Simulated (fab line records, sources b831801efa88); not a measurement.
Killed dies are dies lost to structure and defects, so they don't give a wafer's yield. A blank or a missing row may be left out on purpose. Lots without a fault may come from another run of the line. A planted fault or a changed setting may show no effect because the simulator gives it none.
fab line records | flow sky130
record lots=6 wafers=18 last_day=50
route steps=708 shown SD_P@328 RES_XHIGH@332 SD_N@342
lots that met no fault: from a run of the same line without faults
start_h: hours from the record's first day to the start of the lot's first wafer shown | wait_h: hours since the lot's step before | " the same as in the row above | L1.1+2: a row that stands for several wafers | - no value, or no start given | * or withheld: withheld | < > ~ a bound
route shown NAME@n: a module of which the file shows steps, and the number in the route of the first | usual: mean/standard deviation of fault-free wafers | same: alike in all rows | chamber/n: place in a boat | sites: the reading at each site | _std_site: their standard deviation | _edge_site: outer sites' mean less inner sites' | radius_mm: how far each site lies from the wafer's centre | mask NAME#n: copy n | behind: the tool/chamber that last shaped the wafer | hold: why the lot was held/for how many hours/how that ended | device: the transistor (n, p or np) that didn't switch | end of line: the same wafers' tests at the end of the route | a step without rows: its recipe alone | killed: dies lost to structure and defects at the first sort, not the wafer's yield | map: a wafer's dies, x killed, . not, _ none there
set.NAME: the setting as run; set.NAME@STEP: as run at that earlier step | model.NAME: the simulator's own value behind a step, which no gauge read
lots at some steps of the route; a table a step, a row a wafer
services: from which hour (start_h, from the record's first day; less than 0 if before it) a tool's chamber was out of use, for how many hours, and why
## steps
# step SKY_SD_P_OVL_MEAS_08
# usual SD_P_OVL=-0.4/1.3
# columns lot.wafer tool chamber start_h wait_h SD_P_OVL[nm]
L884.1 overlay-01 - 626.29 0.1 -1.1
L884.2 " - " " 0.3
L884.5 " - " " -1.8
L892.3 overlay-01 - 690.97 0.1 -1.9
L892.5 " - " " -0.3
L892.6 " - " " -0.8
L898.1 overlay-02 - 737.11 0.1 1.1
L898.3 " - " " 0.0
L898.4 " - " " 0.0
L899.2 overlay-01 - 746.12 0.1 -1.0
L899.3 " - " " -2.3
L899.6 " - " " 0.1
L902.1 overlay-01 - 766.41 0.1 -0.5
L902.2 " - " " -0.4
L902.6 " - " " -0.7
L903.3 overlay-01 - 775.15 0.1 -1.2
L903.4 " - " " -3.0
L903.5 " - " " -2.0
# step SKY_SD_P_IMPLANT_09
# recipe species=BF2 energy_kev=20 dose_cm2=3e+15 tilt_deg=0
# step SKY_SD_P_STRIP_10
# recipe chemistry=O2/N2 power_w=1400 pressure_mtorr=1500 platen_temp_c=withheld o2_flow_sccm=3000 n2_flow_sccm=300 overash_fraction=0.5
# usual chamber_pressure_mTorr=1500.0/1.3 drypump_motor_current_A=6.06/0.18 oes_product_au=0.617/0.0051 strip_time_to_endpoint_s=17.51/0.032
# columns lot.wafer tool chamber start_h wait_h chamber_pressure_mTorr drypump_motor_current_A oes_product_au rf_hours_counter_h strip_time_to_endpoint_s
L884.1 plasma_asher-04 0 626.48 0.1 1499.5 6.12 0.625 50 17.51
L884.2 " 1 " " 1499.3 6.26 0.621 50 17.51
L884.5 " 1 " " 1500.2 6.25 0.604 - 17.54
L892.3 plasma_asher-03 1 691.18 0.1 1502.5 5.88 0.615 - 17.51
L892.5 " 1 " " 1501.1 5.86 0.623 - 17.51
L892.6 " 0 " " 1499.8 5.69 0.617 - 17.54
L898.1 plasma_asher-04 0 737.30 0.1 1498.3 6.17 0.619 61 17.49
L898.3 " 1 " " 1500.5 6.27 0.622 - 17.55
L898.4 " 0 " " 1500.1 6.18 0.621 - 17.48
L899.2 plasma_asher-03 1 746.36 0.1 1502.2 5.85 0.624 30 17.56
L899.3 " 0 " " 1497.8 5.68 0.624 - 17.56
L899.6 " 1 " " 1500.4 5.88 0.619 - 17.53
L902.1 plasma_asher-01 1 766.59 0.1 1500.7 5.97 0.624 95 17.51
L902.2 " 0 " " 1501.2 6.17 0.611 95 17.51
L902.6 " 1 " " 1500.4 5.93 0.618 - 17.60
L903.3 plasma_asher-04 0 775.36 0.1 1497.8 6.15 0.613 - 17.49
L903.4 " 1 " " 1498.2 6.26 0.618 - 17.51
L903.5 " 1 " " 1499.6 6.26 0.618 - 17.49
# step SKY_SD_P_TW_MEAS_11
# usual SD_P_TW=2812/19
# columns lot.wafer tool chamber start_h wait_h SD_P_TW
L884.1 film_metro-03 - 626.58 0.1 2815
L884.2 " - " " 2838
L884.5 " - " " 2827
L892.3 film_metro-02 - 691.26 0.1 2788
L892.5 " - " " 2803
L892.6 " - " " 2787
L898.1 film_metro-03 - 737.40 0.1 2834
L898.3 " - " " 2824
L898.4 " - " " 2836
L899.2 film_metro-04 - 746.47 0.1 2787
L899.3 " - " " 2783
L899.6 " - " " 2810
L902.1 film_metro-03 - 766.69 0.1 2839
L902.2 " - " " 2835
L902.6 " - " " 2829
L903.3 film_metro-03 - 775.45 0.1 2847
L903.4 " - " " 2845
L903.5 " - " " 2831
# step SKY_RES_XHIGH_DEHYDRATE_00
# recipe temp_c=200 time_s=60
# step SKY_RES_XHIGH_HMDS_01
# recipe prime_time_s=60 prime_temp_c=120
# step SKY_RES_XHIGH_COAT_02
# recipe resist=NOVOLAK spin_rpm=3000 resist_thk_nm=1140
# step SKY_RES_XHIGH_SOFTBAKE_03
# recipe temp_c=90 time_s=60 resist=NOVOLAK
# step SKY_RES_XHIGH_EXPOSE_04
# recipe mask_id=URPM na=0.6 source_shape=conventional sigma_outer=0.6 polarization=unpolarized target_cd_nm=1270 dose_mj=140
# step SKY_RES_XHIGH_PEB_05
# recipe temp_c=withheld time_s=* resist=NOVOLAK
# step SKY_RES_XHIGH_DEVELOP_06
# recipe resist=NOVOLAK developer=TMAH develop_time_s=60 dev_temp_c=23
# step SKY_RES_XHIGH_IMPLANT_07
# recipe species=BF2 energy_kev=20 dose_cm2=3.6e+14 tilt_deg=0
# step SKY_RES_XHIGH_STRIP_08
# recipe chemistry=O2/N2 power_w=1400 pressure_mtorr=1500 platen_temp_c=withheld o2_flow_sccm=3000 n2_flow_sccm=300 overash_fraction=0.5
# usual chamber_pressure_mTorr=1499.9/1.4 drypump_motor_current_A=5.8/0.44 oes_product_au=0.711/0.0043 strip_time_to_endpoint_s=14.28/0.044
# columns lot.wafer tool chamber start_h wait_h chamber_pressure_mTorr drypump_motor_current_A oes_product_au rf_hours_counter_h strip_time_to_endpoint_s model.NOVOLAK_of_RES_XHIGH_COAT_02.thk_nm
L884.1 plasma_asher-02 1 654.77 0.1 1498.3 5.1 0.713 96 14.23 0
L884.2 " 0 " " 1499.4 6.4 0.713 96 14.27 0
L884.5 " 1 " " 1501.7 5.1 0.705 - 14.27 0
L892.3 plasma_asher-03 1 719.01 0.1 1502.8 5.9 0.715 - 14.28 0
L892.5 " 0 " " 1502.1 5.7 0.718 - 14.34 0
L892.6 " 1 " " 1501.3 5.9 0.711 - 14.27 0
L898.1 plasma_asher-04 0 765.04 0.1 - - - - - 1138
L898.3 " 1 " " - - - - - 1141
L898.4 " 0 " " - - - - - 1138
L899.2 plasma_asher-03 0 773.07 0.1 - - - - - 1148
L899.3 " 0 " " - - - - - 1148
L899.6 " 0 " " - - - - - 1148
L902.1 plasma_asher-02 1 793.74 0.1 1497.1 5.0 0.706 5 14.27 0
L902.2 " 0 " " 1497.9 6.4 0.702 5 14.30 0
L902.6 " 0 " " 1499.7 6.4 0.712 - 14.26 0
L903.3 plasma_asher-02 1 801.38 0.1 1499.5 5.0 0.712 - 14.23 0
L903.4 " 0 " " 1501.1 6.4 0.719 - 14.24 0
L903.5 " 1 " " 1499.7 5.1 0.712 - 14.24 0
# step SKY_RES_XHIGH_TW_MEAS_09
# usual RES_XHIGH_TW=1629/11
# columns lot.wafer tool chamber start_h wait_h RES_XHIGH_TW
L884.1 film_metro-03 - 654.87 0.1 1632
L884.2 " - " " 1632
L884.5 " - " " 1639
L892.3 film_metro-04 - 719.10 0.1 1624
L892.5 " - " " 1619
L892.6 " - " " 1617
L898.1 film_metro-03 - 765.14 0.1 1645
L898.3 " - " " 1651
L898.4 " - " " 1644
L899.2 film_metro-03 - 773.18 0.1 1645
L899.3 " - " " 1645
L899.6 " - " " 1651
L902.1 film_metro-02 - 793.84 0.1 1630
L902.2 " - " " 1634
L902.6 " - " " 1631
L903.3 film_metro-04 - 801.47 0.1 1624
L903.4 " - " " 1614
L903.5 " - " " 1610
# step SKY_SD_N_DEHYDRATE_00
# recipe temp_c=200 time_s=60
# step SKY_SD_N_HMDS_01
# recipe prime_time_s=60 prime_temp_c=120
# step SKY_SD_N_COAT_02
# recipe resist=NOVOLAK spin_rpm=3000 resist_thk_nm=1140
# step SKY_SD_N_SOFTBAKE_03
# recipe temp_c=90 time_s=60 resist=NOVOLAK
# step SKY_SD_N_EXPOSE_04
# recipe mask_id=NSDM na=0.6 source_shape=conventional sigma_outer=0.6 polarization=unpolarized target_cd_nm=380 dose_mj=141
# step SKY_SD_N_PEB_05
# recipe temp_c=withheld time_s=* resist=NOVOLAK
# step SKY_SD_N_DEVELOP_06
# recipe resist=NOVOLAK developer=TMAH develop_time_s=60 dev_temp_c=23
# step SKY_SD_N_CD_MEAS_07
# recipe target_cd_nm=380
# usual cd_nm=379.8/2.8
# columns lot.wafer tool chamber start_h wait_h cd_nm
L884.1 cd_sem-02 - 683.23 0.1 373.4
L884.2 " - " " 373.6
L884.5 " - " " 376.4
L892.3 cd_sem-01 - 745.92 0.1 379.0
L892.5 " - " " 379.7
L892.6 " - " " 379.5
L898.1 cd_sem-02 - 791.84 0.1 381.4
L898.3 " - " " 379.8
L898.4 " - " " 380.0
L899.2 cd_sem-02 - 798.66 0.1 379.0
L899.3 " - " " 381.4
L899.6 " - " " 379.9
L902.1 cd_sem-01 - 820.09 0.1 378.9
L902.2 " - " " 379.5
L902.6 " - " " 381.7
L903.3 cd_sem-02 - 827.03 0.1 380.0
L903.4 " - " " 382.1
L903.5 " - " " 380.1
# step SKY_SD_N_OVL_MEAS_08
# usual SD_N_OVL=0.7/1.3
# columns lot.wafer tool chamber start_h wait_h SD_N_OVL[nm]
L884.1 overlay-01 - 683.35 0.1 -0.4
L884.2 " - " " 2.1
L884.5 " - " " 2.5
L892.3 overlay-02 - 746.01 0.1 3.4
L892.5 " - " " 0.7
L892.6 " - " " 1.2
L898.1 overlay-01 - 791.96 0.1 0.4
L898.3 " - " " 2.5
L898.4 " - " " 2.2
L899.2 overlay-01 - 798.76 0.1 0.8
L899.3 " - " " 1.0
L899.6 " - " " 1.0
L902.1 overlay-02 - 820.21 0.1 0.1
L902.2 " - " " -1.1
L902.6 " - " " -0.3
L903.3 overlay-02 - 827.14 0.1 2.2
L903.4 " - " " 2.7
L903.5 " - " " 1.2
# step SKY_SD_N_IMPLANT_09
# recipe species=As energy_kev=50 dose_cm2=4e+15 tilt_deg=0
# step SKY_SD_N_IMPLANT_10
# recipe species=P energy_kev=20 dose_cm2=1e+14 tilt_deg=0
# step SKY_SD_N_STRIP_11
# recipe chemistry=O2/N2 power_w=1400 pressure_mtorr=1500 platen_temp_c=withheld o2_flow_sccm=3000 n2_flow_sccm=300 overash_fraction=0.5
# usual chamber_pressure_mTorr=1499.9/1.5 drypump_motor_current_A=5.9/0.4 oes_product_au=0.528/0.0047 strip_time_to_endpoint_s=22.56/0.037
# columns lot.wafer tool chamber start_h wait_h chamber_pressure_mTorr drypump_motor_current_A oes_product_au rf_hours_counter_h strip_time_to_endpoint_s
L884.1 plasma_asher-03 1 683.68 0.1 1501.6 5.9 0.523 24 22.61
L884.2 " 0 " " 1500.9 5.7 0.519 24 22.65
L884.5 " 1 " " 1498.5 5.9 0.532 - 22.58
L892.3 plasma_asher-02 1 746.37 0.1 1498.2 5.0 0.534 - 22.60
L892.5 " 0 " " 1499.2 6.4 0.527 - 22.56
L892.6 " 1 " " 1496.4 5.1 0.532 - 22.60
L898.1 plasma_asher-03 1 792.29 0.1 1501.0 5.9 0.617 35 39.41
L898.3 " 0 " " 1497.9 5.7 0.609 - 39.52
L898.4 " 1 " " 1499.9 5.9 0.615 - 39.46
L899.2 plasma_asher-02 0 799.09 0.1 1500.9 6.4 0.623 6 39.56
L899.3 " 0 " " 1501.2 6.4 0.615 - 39.61
L899.6 " 1 " " 1496.1 5.1 0.614 - 39.60
L902.1 plasma_asher-01 1 820.55 0.1 1498.5 5.9 0.536 102 22.53
L902.2 " 0 " " 1498.2 6.1 0.525 102 22.51
L902.6 " 1 " " 1499.1 5.9 0.531 - 22.52
L903.3 plasma_asher-03 0 827.50 0.1 1501.8 5.7 0.531 - 22.51
L903.4 " 1 " " 1502.2 5.9 0.529 - 22.54
L903.5 " 0 " " 1498.2 5.7 0.531 - 22.49
# step SKY_SD_N_TW_MEAS_12
# usual SD_N_TW=3956/30
# columns lot.wafer tool chamber start_h wait_h SD_N_TW
L884.1 film_metro-04 - 683.78 0.1 3922
L884.2 " - " " 3908
L884.5 " - " " 3943
L892.3 film_metro-02 - 746.45 0.1 3960
L892.5 " - " " 3975
L892.6 " - " " 3954
L898.1 film_metro-04 - 792.39 0.1 30
L898.3 " - " " 30
L898.4 " - " " 30
L899.2 film_metro-03 - 799.20 0.1 30
L899.3 " - " " 30
L899.6 " - " " 30
L902.1 film_metro-03 - 820.65 0.1 3975
L902.2 " - " " 3981
L902.6 " - " " 3990
L903.3 film_metro-02 - 827.59 0.1 3977
L903.4 " - " " 4005
L903.5 " - " " 4015
# step SKY_SD_N_CLEAN_13
# recipe chemistry=SC1/SC2 mix=1:4:20 temp_c=70 time_s=150 dry=n2_spin
## services
# columns tool chamber start_h hours kind
plasma_asher-01 - 621.18 0.3 repair
plasma_asher-04 - 648.35 5.8 pm
plasma_asher-04 - 655.40 1.8 repair
plasma_asher-02 - 733.75 9.0 pm
plasma_asher-02 0 733.75 9.0 vent_cycle
plasma_asher-02 1 733.75 9.0 vent_cycle
plasma_asher-02 0 742.75 - clean
plasma_asher-02 1 742.75 - clean
plasma_asher-01 - 744.21 7.7 repair
plasma_asher-02 - 770.56 0.5 repair
plasma_asher-04 - 775.66 28.1 pm
plasma_asher-04 - 803.76 15.6 pm
## key
first_sign step=SKY_RES_XHIGH_STRIP_08 reading=tool_record direction=missing
effect step=SKY_SD_N_STRIP_11 reading=strip_time_to_endpoint_s direction=up sigmas=99+ usual=* struck=*
effect step=SKY_SD_N_TW_MEAS_12 reading=SD_N_TW direction=down sigmas=99+ usual=3956 struck=30
model_effect step=SKY_RES_XHIGH_STRIP_08 value=NOVOLAK_of_RES_XHIGH_COAT_02.thk_nm without=0 struck=1144
met_at SKY_RES_XHIGH_STRIP_08
struck_wafers L898.1,L898.3,L898.4,L899.2,L899.3,L899.6
sort_left_out L898.1,L898.3,L898.4,L899.2,L899.3,L899.6
tester_left_out L898,L899
onset_between 719.01 765.04
earlier_fault kind=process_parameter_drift tool=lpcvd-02 chamber=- onset_h=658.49 steps=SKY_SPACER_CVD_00 channel=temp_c offset=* shape=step end_h=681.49 acts_in=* stated=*
fault kind=skipped_step_whole tool=plasma_asher-03,plasma_asher-04 chamber=- onset_h=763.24 steps=SKY_RES_XHIGH_STRIP_08 scope=struck_lots_only
# tester_left_out: of these lots the tester's yield and bins aren't shown, on N5 and GAA mostly nor the transistor test; their killed dies are dies lost to structure and defects alone, not to doping, threshold or leakage, so they don't give the yield
# sort_left_out: the simulated sort isn't trusted on such a fault, so these wafers' sort isn't shown, and their yield isn't known
